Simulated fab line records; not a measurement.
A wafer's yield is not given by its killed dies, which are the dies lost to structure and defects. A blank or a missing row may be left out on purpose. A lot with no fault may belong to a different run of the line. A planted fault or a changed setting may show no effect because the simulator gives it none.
The tool behind it: which one? :: flow gf180mcu :: 21 wafers from 7 lots sampled at 2 of the route's 602 steps

== WHAT THE GAUGES READ, wafer by wafer ==
GF_V5_OVL_MEAS_15.
lot: L956
measured: day 28 07:21
on: overlay-02
V5_OVL (nm): -8 -11 -13

lot: L959
measured: day 28 22:33
on: overlay-01
V5_OVL (nm): 8 -7 -1

lot: L962
measured: day 29 16:36
on: overlay-01
V5_OVL (nm): -4 -6 -1

lot: L963
measured: day 30 11:20
on: overlay-01
V5_OVL (nm): -1 9 -6

lot: L970
measured: day 32 02:26
on: overlay-02
V5_OVL (nm): 1 7 -1

lot: L974
measured: day 33 00:21
on: overlay-01
V5_OVL (nm): -10 -11 -10

lot: L977
measured: day 33 03:22
on: overlay-02
V5_OVL (nm): -1 -3 -7

== TOOL THAT RAN EACH LOT (tool first, then ch and the chambers of the sampled wafers, then the start) ==
lot: L956
GF_V5_CVD_02: pecvd-01 ch 0,1,2, day 27 10:36

lot: L959
GF_V5_CVD_02: pecvd-04 ch 0,1,2, day 28 03:02

lot: L962
GF_V5_CVD_02: pecvd-03 ch 0,2, day 28 21:21

lot: L963
GF_V5_CVD_02: pecvd-04 ch 0,1, day 29 16:05

lot: L970
GF_V5_CVD_02: pecvd-03 ch 0,1,2, day 31 08:10

lot: L974
GF_V5_CVD_02: pecvd-01 ch 0,1,2, day 32 06:58

lot: L977
GF_V5_CVD_02: pecvd-01 ch 0,1,2, day 32 10:55
- GF_V5_CVD_02: deposits SiO2 from TEOS, target thk 1450 nm, time 163.28 s.

== THE ANSWER, worked out from the rows above alone ==
Rule: the usual values come from the lots themselves. Put in order of their means at a reading, lots are off if they are a third of the lots or fewer, leave a main group of 4 or more, and stand apart from it by a gap of 3 or more times the standard deviation of the main group's means; of several such gaps the widest counts. If all means in a main group match to the digits the tables above print for the reading, that group is not used. Also off: a lot with no number at a reading for which 4 or more lots have one. Where the step has rows for the other lots, those lots are counted as sound.
None of the lots is off at any reading shown; this tells nothing.

== WHAT THE SIMULATOR HAD PUT IN ==
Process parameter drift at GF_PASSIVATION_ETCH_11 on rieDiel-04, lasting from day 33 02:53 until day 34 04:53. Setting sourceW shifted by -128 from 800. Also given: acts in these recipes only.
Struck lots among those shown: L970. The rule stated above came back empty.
